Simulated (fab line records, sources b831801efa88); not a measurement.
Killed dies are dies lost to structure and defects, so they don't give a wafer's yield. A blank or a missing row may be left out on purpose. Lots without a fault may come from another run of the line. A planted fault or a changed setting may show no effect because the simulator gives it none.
fab line records | flow sky130
record lots=24 wafers=72 last_day=51
route steps=708 shown PWDE@54 VIA1@471 METAL2@502 METAL3@535 PASSIVATION@682
lots that met no fault: from a run of the same line without faults
start_h: hours from the record's first day to the start of the lot's first wafer shown | wait_h: hours since the lot's step before | " the same as in the row above | L1.1+2: a row that stands for several wafers | - no value, or no start given | * or withheld: withheld | < > ~ a bound
route shown NAME@n: a module of which the file shows steps, and the number in the route of the first | usual: mean/standard deviation of fault-free wafers | same: alike in all rows | chamber/n: place in a boat | sites: the reading at each site | _std_site: their standard deviation | _edge_site: outer sites' mean less inner sites' | radius_mm: how far each site lies from the wafer's centre | mask NAME#n: copy n | behind: the tool/chamber that last shaped the wafer | hold: why the lot was held/for how many hours/how that ended | device: the transistor (n, p or np) that didn't switch | end of line: the same wafers' tests at the end of the route | a step without rows: its recipe alone | killed: dies lost to structure and defects at the first sort, not the wafer's yield | map: a wafer's dies, x killed, . not, _ none there
set.NAME: the setting as run; set.NAME@STEP: as run at that earlier step | model.NAME: the simulator's own value behind a step, which no gauge read
steps of the route over a sample of lots; a table a step, a row a wafer
services: from which hour (start_h, from the record's first day; less than 0 if before it) a tool's chamber was out of use, for how many hours, and why
## steps
# step SKY_PWDE_STRIP_09
# recipe chemistry=O2/N2 power_w=1400 pressure_mtorr=1500 platen_temp_c=withheld o2_flow_sccm=3000 n2_flow_sccm=300 overash_fraction=0.5
# usual drypump_motor_current_A=5.8/0.41 oes_product_au=0.723/0.0045 strip_time_to_endpoint_s=36.93/0.099
# columns lot.wafer tool chamber start_h wait_h drypump_motor_current_A oes_product_au rf_hours_counter_h strip_time_to_endpoint_s
L074.1 plasma_asher-02 1 64.15 0.1 5.4 0.714 37 37.02
L074.2 " 0 " " 5.1 0.726 37 36.98
L074.4 " 1 " " 5.4 0.725 - 36.89
L075.1 plasma_asher-04 1 78.29 0.1 6.1 0.725 27 37.08
L075.3 " 0 " " 6.1 0.719 - 37.01
L075.6 " 1 " " 6.1 0.721 - 37.09
L076.3 plasma_asher-02 1 91.17 0.1 5.5 0.727 - 37.03
L076.4 " 0 " " 5.1 0.722 - 36.86
L076.6 " 1 " " 5.4 0.725 - 37.04
L078.2 plasma_asher-02 0 93.65 0.1 5.1 0.724 40 36.96
L078.3 " 1 " " 5.3 0.726 - 37.00
L078.5 " 0 " " 5.1 0.723 - 36.94
L077.1 plasma_asher-04 1 93.89 0.1 6.1 0.731 28 37.05
L077.4 " 1 " " 6.1 0.728 - 37.02
L077.5 " 1 " " 6.2 0.733 - 37.06
L079.1 plasma_asher-03 1 104.94 0.1 5.9 0.721 42 36.88
L079.4 " 1 " " 5.9 0.722 - 36.91
L079.5 " 1 " " 5.9 0.722 - 36.97
L080.1 plasma_asher-04 0 115.22 0.1 6.1 0.728 30 37.03
L080.4 " 0 " " 6.1 0.719 - 36.88
L080.6 " 1 " " 6.1 0.722 - 36.84
L082.2 plasma_asher-03 1 120.92 0.1 5.9 0.732 0 36.88
L082.3 " 1 " " 5.9 0.725 - 36.84
L082.6 " 1 " " 5.9 0.718 - 36.74
L081.1 plasma_asher-04 1 121.00 0.1 6.2 0.719 31 36.95
L081.2 " 0 " " 6.1 0.721 31 36.95
L081.5 " 1 " " 6.2 0.720 - 36.96
L083.1 plasma_asher-02 1 121.35 0.1 5.4 0.717 43 36.82
L083.2 " 0 " " 5.1 0.719 43 36.87
L083.6 " 0 " " 5.1 0.721 - 36.76
L084.3 plasma_asher-04 0 124.41 0.1 6.1 0.722 - 36.86
L084.4 " 1 " " 6.2 0.720 - 36.90
L084.6 " 0 " " 6.2 0.723 - 36.92
L086.1 plasma_asher-03 1 137.87 0.1 5.9 0.723 2 36.96
L086.4 " 0 " " 5.3 0.720 - 36.87
L086.6 " 1 " " 5.9 0.724 - 37.03
L085.1 plasma_asher-02 0 138.40 0.1 5.1 0.717 45 36.67
L085.5 " 0 " " 5.1 0.727 - 36.71
L085.6 " 1 " " 5.4 0.717 - 36.71
L087.1 plasma_asher-03 1 144.12 0.1 5.9 0.723 3 36.84
L087.4 " 0 " " 5.3 0.720 - 36.84
L087.6 " 0 " " 5.3 0.724 - 36.77
L088.1 plasma_asher-04 1 149.97 0.1 6.2 0.722 34 37.02
L088.2 " 0 " " 6.1 0.726 34 36.97
L088.6 " 0 " " 6.1 0.721 - 37.03
L089.1 plasma_asher-03 0 155.07 0.1 5.3 0.723 4 37.04
L089.4 " 0 " " 5.3 0.720 - 37.00
L089.6 " 1 " " 5.9 0.713 - 37.06
L090.3 plasma_asher-03 0 156.63 0.1 5.3 0.724 - 36.95
L090.4 " 1 " " 5.9 0.726 - 36.99
L090.5 " 0 " " 5.3 0.726 - 36.90
L091.2 plasma_asher-04 1 165.12 0.1 6.2 0.728 35 36.85
L091.4 " 0 " " 6.1 0.724 - 36.90
L091.5 " 1 " " 6.2 0.725 - 36.95
L092.3 plasma_asher-03 1 168.77 0.1 5.9 0.724 - 36.89
L092.4 " 0 " " 5.3 0.714 - 36.99
L092.6 " 1 " " 5.9 0.725 - 36.98
L093.1 plasma_asher-02 1 172.47 0.1 5.4 0.725 48 36.97
L093.5 " 1 " " 5.4 0.720 - 36.88
L093.6 " 0 " " 5.1 0.719 - 36.82
L094.1 plasma_asher-04 1 180.60 0.1 6.2 0.718 37 37.02
L094.3 " 0 " " 6.1 0.725 - 36.97
L094.4 " 1 " " 6.2 0.729 - 36.92
L095.3 plasma_asher-04 0 187.27 0.1 6.1 0.725 - 36.97
L095.4 " 1 " " 6.2 0.724 - 36.97
L095.5 " 0 " " 6.1 0.721 - 37.06
L096.1 plasma_asher-04 0 192.87 0.1 6.1 0.728 38 37.16
L096.3 " 0 " " 6.1 0.728 - 37.02
L096.5 " 1 " " 6.2 0.720 - 37.11
L097.2 plasma_asher-04 1 205.17 0.1 6.1 0.723 39 36.82
L097.5 " 1 " " 6.1 0.726 - 36.82
L097.6 " 0 " " 6.1 0.714 - 36.79
# step SKY_VIA1_OVL_MEAS_13
# usual VIA1_OVL=2/5.8
# columns lot.wafer tool chamber start_h wait_h VIA1_OVL[nm]
L074.1 overlay-02 - 775.93 0.1 7
L074.2 " - " " 3
L074.4 " - " " 6
L075.1 overlay-02 - 799.92 0.1 3
L075.3 " - " " 1
L075.6 " - " " -5
L076.3 overlay-01 - 819.45 0.1 10
L076.4 " - " " 6
L076.6 " - " " 13
L078.2 overlay-01 - 823.07 0.1 -6
L078.3 " - " " -12
L078.5 " - " " 1
L077.1 overlay-02 - 827.25 0.1 0
L077.4 " - " " 1
L077.5 " - " " -2
L079.1 overlay-02 - 846.60 0.1 -1
L079.4 " - " " 6
L079.5 " - " " 1
L080.1 overlay-02 - 862.92 0.1 -2
L080.4 " - " " 6
L080.6 " - " " 6
L082.2 overlay-02 - 863.29 0.1 -2
L082.3 " - " " 0
L082.6 " - " " -10
L081.1 overlay-02 - 867.37 0.1 3
L081.2 " - " " -2
L081.5 " - " " 3
L083.1 overlay-02 - 868.93 0.1 -4
L083.2 " - " " 5
L083.6 " - " " 10
L084.3 overlay-02 - 871.05 0.1 1
L084.4 " - " " 4
L084.6 " - " " 2
L087.1 overlay-01 - 911.65 0.1 6
L087.4 " - " " 4
L087.6 " - " " 3
L086.1 overlay-02 - 913.27 0.1 -1
L086.4 " - " " 6
L086.6 " - " " 0
L085.1 overlay-02 - 913.50 0.1 -14
L085.5 " - " " -2
L085.6 " - " " -2
L088.1 overlay-02 - 915.93 0.1 -1
L088.2 " - " " -6
L088.6 " - " " -3
L090.3 overlay-02 - 917.68 0.1 6
L090.4 " - " " -3
L090.5 " - " " -1
L089.1 overlay-01 - 918.02 0.1 -9
L089.4 " - " " -2
L089.6 " - " " -2
L091.2 overlay-02 - 919.31 0.1 7
L091.4 " - " " 0
L091.5 " - " " 8
L092.3 overlay-01 - 922.25 0.1 2
L092.4 " - " " 9
L092.6 " - " " -3
L093.1 overlay-01 - 935.22 0.1 5
L093.5 " - " " 7
L093.6 " - " " 6
L094.1 overlay-02 - 945.27 0.1 3
L094.3 " - " " -1
L094.4 " - " " 4
L095.3 overlay-02 - 945.63 0.1 10
L095.4 " - " " 13
L095.5 " - " " 17
L096.1 overlay-02 - 951.38 0.1 4
L096.3 " - " " 4
L096.5 " - " " -7
L097.2 overlay-01 - 965.57 0.1 -4
L097.5 " - " " 8
L097.6 " - " " 3
# step SKY_METAL2_METAL_ETCH_19
# recipe target_depth_a=3600 stop_on=SiO2 over_etch_frac=0.3 time_s=78 chemistry=Cl2/BCl3 resist_sidewall_deg=88 pressure_mtorr=10 icp_w=900 bias_w=50.12 Cl2_flow_sccm=60 bcl3_flow_sccm=30
# usual drypump_motor_current_A=6.1/0.47 oes_product_au=0.854/0.0052 throttle_valve_pct=22.265/0.0097
# same over_etch_frac=0.3 time_s=78
# columns lot.wafer tool chamber start_h wait_h drypump_motor_current_A oes_product_au rf_hours_counter_h throttle_valve_pct
L074.1 rie_metal-04 0 805.51 0.0 5.9 0.852 15 22.274
L074.2 " 1 " " 6.6 0.858 15 22.278
L074.4 " 0 " " 5.9 0.844 - 22.257
L075.1 rie_metal-03 1 828.81 0.0 5.7 0.848 14 22.272
L075.3 " 0 " " 6.6 0.849 - 22.260
L075.6 " 0 " " 6.6 0.849 - 22.245
L076.3 rie_metal-03 0 847.63 0.1 6.5 0.844 - 22.257
L076.4 " 1 " " 5.7 0.854 - 22.288
L076.6 " 0 " " 6.5 0.847 - 22.263
L078.2 rie_metal-04 0 851.63 0.0 5.9 0.850 17 22.259
L078.3 " 0 " " 5.9 0.844 - 22.256
L078.5 " 0 " " 5.9 0.858 - 22.253
L077.1 rie_metal-01 0 855.33 0.0 5.9 0.852 5 22.266
L077.4 " 1 " " 5.2 0.856 - 22.274
L077.5 " 1 " " 5.2 0.848 - 22.262
L079.1 rie_metal-03 0 874.89 0.1 6.5 0.851 13 22.283
L079.4 " 0 " " 6.6 0.853 - 22.254
L079.5 " 0 " " 6.6 0.863 - 22.280
L080.1 rie_metal-01 0 889.98 0.0 5.9 0.854 6 22.263
L080.4 " 1 " " 5.2 0.857 - 22.270
L080.6 " 0 " " 5.8 0.862 - 22.281
L082.2 rie_metal-03 0 890.46 0.1 6.5 0.855 - 22.256
L082.3 " 0 " " 6.5 0.848 - 22.252
L082.6 " 0 " " 6.5 0.853 - 22.279
L081.1 rie_metal-01 1 895.12 0.0 5.2 0.858 3 22.246
L081.2 " 0 " " 5.9 0.851 7 22.250
L081.5 " 1 " " 5.2 0.857 - 22.261
L083.1 rie_metal-04 0 896.43 0.1 5.8 0.854 18 22.269
L083.2 " 0 " " 5.8 0.853 - 22.266
L083.6 " 0 " " 5.9 0.850 - 22.263
L084.3 rie_metal-03 0 898.31 0.1 6.5 0.842 - 22.257
L084.4 " 1 " " 5.7 0.849 - 22.271
L084.6 " 0 " " 6.5 0.850 - 22.268
L087.1 rie_metal-04 1 937.51 0.1 6.5 0.856 2 22.274
L087.4 " 1 " " 6.5 0.851 - 22.271
L087.6 " 1 " " 6.5 0.858 - 22.285
L086.1 rie_metal-03 0 939.86 0.1 6.5 0.851 16 22.279
L086.4 " 0 " " 6.5 0.854 - 22.257
L086.6 " 0 " " 6.5 0.855 - 22.250
L085.1 rie_metal-01 1 940.19 0.0 5.2 0.859 6 22.260
L085.5 " 1 " " 5.2 0.857 - 22.262
L085.6 " 0 " " 5.9 0.858 - 22.252
L088.1 rie_metal-01 1 942.17 0.0 5.2 0.848 6 22.264
L088.2 " 0 " " 5.9 0.848 9 22.279
L088.6 " 1 " " 5.2 0.855 - 22.246
L090.3 rie_metal-04 0 944.15 0.1 5.9 0.854 - 22.258
L090.4 " 1 " " 6.5 0.861 - 22.254
L090.5 " 1 " " 6.5 0.858 - 22.267
L089.1 rie_metal-04 0 945.28 0.0 5.8 0.855 0 22.273
L089.4 " 1 " " 6.5 0.867 - 22.273
L089.6 " 1 " " 6.5 0.864 - 22.268
L091.2 rie_metal-03 0 945.63 0.0 6.5 0.858 17 22.265
L091.4 " 0 " " 6.5 0.859 - 22.271
L091.5 " 1 " " 5.7 0.858 - 22.257
L092.3 rie_metal-03 1 948.87 0.1 5.7 0.857 - 22.273
L092.4 " 0 " " 6.5 0.853 - 22.273
L092.6 " 1 " " 5.7 0.851 - 22.258
L093.1 rie_metal-03 1 961.57 0.0 5.7 0.857 1 22.287
L093.5 " 0 " " 6.6 0.851 - 22.261
L093.6 " 1 " " 5.7 0.856 - 22.264
L094.1 rie_metal-04 0 971.17 0.0 5.9 0.851 1 22.261
L094.3 " 1 " " 6.5 0.853 - 22.283
L094.4 " 0 " " 5.8 0.859 - 22.275
L095.3 rie_metal-03 1 972.01 0.1 5.7 0.859 - 22.281
L095.4 " 0 " " 6.5 0.863 - 22.262
L095.5 " 1 " " 5.7 0.859 - 22.268
L096.1 rie_metal-03 1 977.08 0.0 5.7 0.858 2 22.272
L096.3 " 0 " " 6.5 0.859 - 22.265
L096.5 " 0 " " 6.6 0.842 - 22.282
L097.2 rie_metal-03 0 990.22 0.0 6.5 0.851 19 22.273
L097.5 " 0 " " 6.5 0.851 - 22.265
L097.6 " 1 " " 5.7 0.854 - 22.276
# step SKY_METAL3_SPUTTER_03
# recipe material=Ti target_thk_nm=5 power_w=3000 time_s=3.3 chamber_pressure_pa=0.4
# usual throttle_valve_pct=29.8/1.2
# same time_s=3.3
# columns lot.wafer tool chamber start_h wait_h throttle_valve_pct
L074.1 pvd_sputter-01 - 835.31 0.0 31.3
L074.2 " - " " 30.3
L074.4 " - " " 28.4
L075.1 pvd_sputter-03 - 858.30 0.0 31.2
L075.3 " - " " 28.8
L075.6 " - " " 27.7
L076.3 pvd_sputter-03 - 876.93 0.0 30.5
L076.4 " - " " 27.7
L076.6 " - " " 27.9
L078.2 pvd_sputter-01 - 879.60 0.0 30.4
L078.3 " - " " 31.1
L078.5 " - " " 31.4
L077.1 pvd_sputter-03 - 884.21 0.0 31.1
L077.4 " - " " 27.6
L077.5 " - " " 30.7
L079.1 pvd_sputter-01 - 903.25 0.0 31.3
L079.4 " - " " 28.5
L079.5 " - " " 28.2
L080.1 pvd_sputter-02 - 918.34 0.0 28.9
L080.4 " - " " 29.4
L080.6 " - " " 31.0
L082.2 pvd_sputter-01 - 918.69 0.0 30.2
L082.3 " - " " 31.6
L082.6 " - " " 28.3
L081.1 pvd_sputter-01 - 923.14 0.0 30.2
L081.2 " - " " 31.2
L081.5 " - " " 28.2
L083.1 pvd_sputter-03 - 923.80 0.0 31.0
L083.2 " - " " 29.1
L083.6 " - " " 29.0
L084.3 pvd_sputter-01 - 926.01 0.0 30.5
L084.4 " - " " 28.6
L084.6 " - " " 28.1
L087.1 pvd_sputter-02 - 965.01 0.0 30.1
L087.4 " - " " 29.1
L087.6 " - " " 29.0
L086.1 pvd_sputter-01 - 967.05 0.0 31.4
L086.4 " - " " 28.3
L086.6 " - " " 28.4
L085.1 pvd_sputter-03 - 967.74 0.0 31.0
L085.5 " - " " 31.1
L085.6 " - " " 30.6
L088.1 pvd_sputter-01 - 969.61 0.0 28.1
L088.2 " - " " 30.4
L088.6 " - " " 28.3
L090.3 pvd_sputter-02 - 971.63 0.0 29.6
L090.4 " - " " 31.5
L090.5 " - " " 31.2
L089.1 pvd_sputter-02 - 972.44 0.0 31.3
L089.4 " - " " 29.0
L089.6 " - " " 30.0
L091.2 pvd_sputter-01 - 972.74 0.0 30.1
L091.4 " - " " 28.5
L091.5 " - " " 31.0
L092.3 pvd_sputter-02 - 975.60 0.0 28.9
L092.4 " - " " 29.4
L092.6 " - " " 29.2
L093.1 pvd_sputter-02 - 988.18 0.0 31.3
L093.5 " - " " 30.3
L093.6 " - " " 31.0
L094.1 pvd_sputter-02 - 997.69 0.0 31.1
L094.3 " - " " 29.0
L094.4 " - " " 29.4
L095.3 pvd_sputter-02 - 998.56 0.0 31.2
L095.4 " - " " 29.0
L095.5 " - " " 31.0
L096.1 pvd_sputter-03 - 1003.60 0.0 29.0
L096.3 " - " " 30.9
L096.5 " - " " 29.0
L097.2 pvd_sputter-01 - 1016.49 0.0 30.1
L097.5 " - " " 28.1
L097.6 " - " " 30.4
# step SKY_METAL3_SPUTTER_04
# recipe material=TiN target_thk_nm=70 power_w=6500 time_s=58.3 chamber_pressure_pa=0.4
# usual throttle_valve_pct=29.8/1.2
# same time_s=58.3
# columns lot.wafer tool chamber start_h wait_h throttle_valve_pct
L074.1 pvd_sputter-01 - 835.33 0.0 31.1
L074.2 " - " " 30.3
L074.4 " - " " 28.3
L075.1 pvd_sputter-03 - 858.32 0.0 31.0
L075.3 " - " " 28.8
L075.6 " - " " 27.5
L076.3 pvd_sputter-03 - 876.95 0.0 30.6
L076.4 " - " " 27.6
L076.6 " - " " 27.9
L078.2 pvd_sputter-01 - 879.62 0.0 30.5
L078.3 " - " " 31.5
L078.5 " - " " 31.4
L077.1 pvd_sputter-03 - 884.23 0.0 31.2
L077.4 " - " " 27.6
L077.5 " - " " 30.6
L079.1 pvd_sputter-01 - 903.27 0.0 31.2
L079.4 " - " " 28.7
L079.5 " - " " 28.4
L080.1 pvd_sputter-02 - 918.36 0.0 28.9
L080.4 " - " " 29.5
L080.6 " - " " 31.2
L082.2 pvd_sputter-01 - 918.71 0.0 30.2
L082.3 " - " " 31.1
L082.6 " - " " 28.5
L081.1 pvd_sputter-01 - 923.16 0.0 30.3
L081.2 " - " " 31.3
L081.5 " - " " 28.1
L083.1 pvd_sputter-03 - 923.81 0.0 30.6
L083.2 " - " " 28.9
L083.6 " - " " 28.6
L084.3 pvd_sputter-01 - 926.03 0.0 30.4
L084.4 " - " " 28.5
L084.6 " - " " 28.3
L087.1 pvd_sputter-02 - 965.03 0.0 30.4
L087.4 " - " " 29.0
L087.6 " - " " 29.1
L086.1 pvd_sputter-01 - 967.07 0.0 31.3
L086.4 " - " " 28.3
L086.6 " - " " 28.3
L085.1 pvd_sputter-03 - 967.75 0.0 30.7
L085.5 " - " " 31.0
L085.6 " - " " 30.9
L088.1 pvd_sputter-01 - 969.63 0.0 28.5
L088.2 " - " " 30.1
L088.6 " - " " 28.1
L090.3 pvd_sputter-02 - 971.65 0.0 29.4
L090.4 " - " " 30.9
L090.5 " - " " 31.4
L089.1 pvd_sputter-02 - 972.46 0.0 31.1
L089.4 " - " " 28.7
L089.6 " - " " 30.2
L091.2 pvd_sputter-01 - 972.76 0.0 30.5
L091.4 " - " " 28.2
L091.5 " - " " 31.3
L092.3 pvd_sputter-02 - 975.62 0.0 28.7
L092.4 " - " " 29.5
L092.6 " - " " 29.0
L093.1 pvd_sputter-02 - 988.20 0.0 31.1
L093.5 " - " " 30.4
L093.6 " - " " 31.4
L094.1 pvd_sputter-02 - 997.71 0.0 31.1
L094.3 " - " " 29.0
L094.4 " - " " 29.4
L095.3 pvd_sputter-02 - 998.58 0.0 31.2
L095.4 " - " " 29.0
L095.5 " - " " 31.1
L096.1 pvd_sputter-03 - 1003.62 0.0 28.8
L096.3 " - " " 31.4
L096.5 " - " " 28.8
L097.2 pvd_sputter-01 - 1016.51 0.0 30.3
L097.5 " - " " 28.5
L097.6 " - " " 30.6
# step SKY_PASSIVATION_THK_MEAS_01
# recipe reads=SiO2_of_PASSIVATION_CVD_00
# usual PASSIVATION_CVD_00_THK=90.1/1.3
# columns lot.wafer tool chamber start_h wait_h PASSIVATION_CVD_00_THK[nm]
L074.1 film_metro-03 - 1016.76 - 87.3
L074.2 " - " " 87.2
L074.4 " - " " 89.6
L075.1 film_metro-01 - 1036.41 - 90.4
L075.3 " - " " 88.2
L075.6 " - " " 89.6
L076.3 film_metro-02 - 1052.24 - 90.4
L076.4 " - " " 90.3
L076.6 " - " " 90.9
L078.2 film_metro-02 - 1052.52 - 89.2
L078.3 " - " " 89.7
L078.5 " - " " 89.4
L077.1 film_metro-01 - 1057.62 - 89.6
L077.4 " - " " 89.7
L077.5 " - " " 89.8
L079.1 film_metro-02 - 1074.47 - 90.1
L079.4 " - " " 90.1
L079.5 " - " " 90.1
L080.1 film_metro-01 - 1086.06 - 89.2
L080.4 " - " " 89.8
L080.6 " - " " 90.7
L082.2 film_metro-02 - 1087.53 - 91.3
L082.3 " - " " 92.2
L082.6 " - " " 92.9
L081.1 film_metro-02 - 1091.02 - 90.7
L081.2 " - " " 90.1
L081.5 " - " " 91.9
L084.3 film_metro-01 - 1092.64 - 90.0
L084.4 " - " " 91.1
L084.6 " - " " 90.7
L083.1 film_metro-01 - 1093.12 - 88.8
L083.2 " - " " 88.5
L083.6 " - " " 89.2
L087.1 film_metro-01 - 1123.61 - 89.4
L087.4 " - " " 90.6
L087.6 " - " " 91.1
L086.1 film_metro-03 - 1126.56 - 89.1
L086.4 " - " " 90.9
L086.6 " - " " 90.2
L085.1 film_metro-03 - 1128.44 - 89.9
L085.5 " - " " 92.0
L085.6 " - " " 93.6
L088.1 film_metro-03 - 1129.44 - 88.6
L088.2 " - " " 90.2
L088.6 " - " " 91.7
L090.3 film_metro-02 - 1131.62 - 89.5
L090.4 " - " " 91.0
L090.5 " - " " 90.2
L089.1 film_metro-02 - 1132.71 - 87.7
L089.4 " - " " 88.3
L089.6 " - " " 87.8
L091.2 film_metro-02 - 1134.61 - 88.6
L091.4 " - " " 90.6
L091.5 " - " " 90.9
L092.3 film_metro-02 - 1136.12 - 90.7
L092.4 " - " " 92.2
L092.6 " - " " 92.6
L093.1 film_metro-02 - 1144.40 - 88.4
L093.5 " - " " 90.5
L093.6 " - " " 91.0
L094.1 film_metro-01 - 1153.25 - 90.1
L094.3 " - " " 89.4
L094.4 " - " " 89.2
L095.3 film_metro-02 - 1154.17 - 88.4
L095.4 " - " " 90.2
L095.5 " - " " 91.5
L096.1 film_metro-03 - 1157.26 - 89.6
L096.3 " - " " 90.8
L096.5 " - " " 90.7
L097.2 film_metro-03 - 1168.01 - 90.9
L097.5 " - " " 92.3
L097.6 " - " " 92.1
## services
# columns tool chamber start_h hours kind
pvd_sputter-02 - 49.10 0.7 repair
pvd_sputter-02 - 69.10 9.8 repair
pvd_sputter-01 - 93.61 2.8 repair
pvd_sputter-02 - 157.94 11.1 repair
rie_metal-03 1 238.52 11.8 repair
pvd_sputter-02 - 315.61 2.1 repair
pvd_sputter-02 - 403.87 2.1 repair
pvd_sputter-02 - 440.46 1.2 repair
pvd_sputter-01 - 443.27 0.6 repair
rie_metal-03 - 473.30 0.4 repair
pvd_sputter-02 - 529.38 1.3 repair
rie_metal-03 1 548.20 3.9 repair
pvd_sputter-01 - 668.58 0.7 repair
pvd_sputter-03 - 691.45 30.1 repair
pvd_sputter-01 - 729.11 5.1 repair
pvd_sputter-03 - 756.71 6.4 repair
pvd_sputter-03 - 766.97 2.8 repair
pvd_sputter-02 - 798.21 108.1 repair
rie_metal-03 - 811.15 1.4 pm
pvd_sputter-03 - 824.89 4.6 repair
pvd_sputter-01 - 862.72 5.0 repair
rie_metal-03 1 871.88 21.5 repair
rie_metal-03 0 904.62 22.3 repair
pvd_sputter-02 - 959.12 5.3 repair
## key
fault none
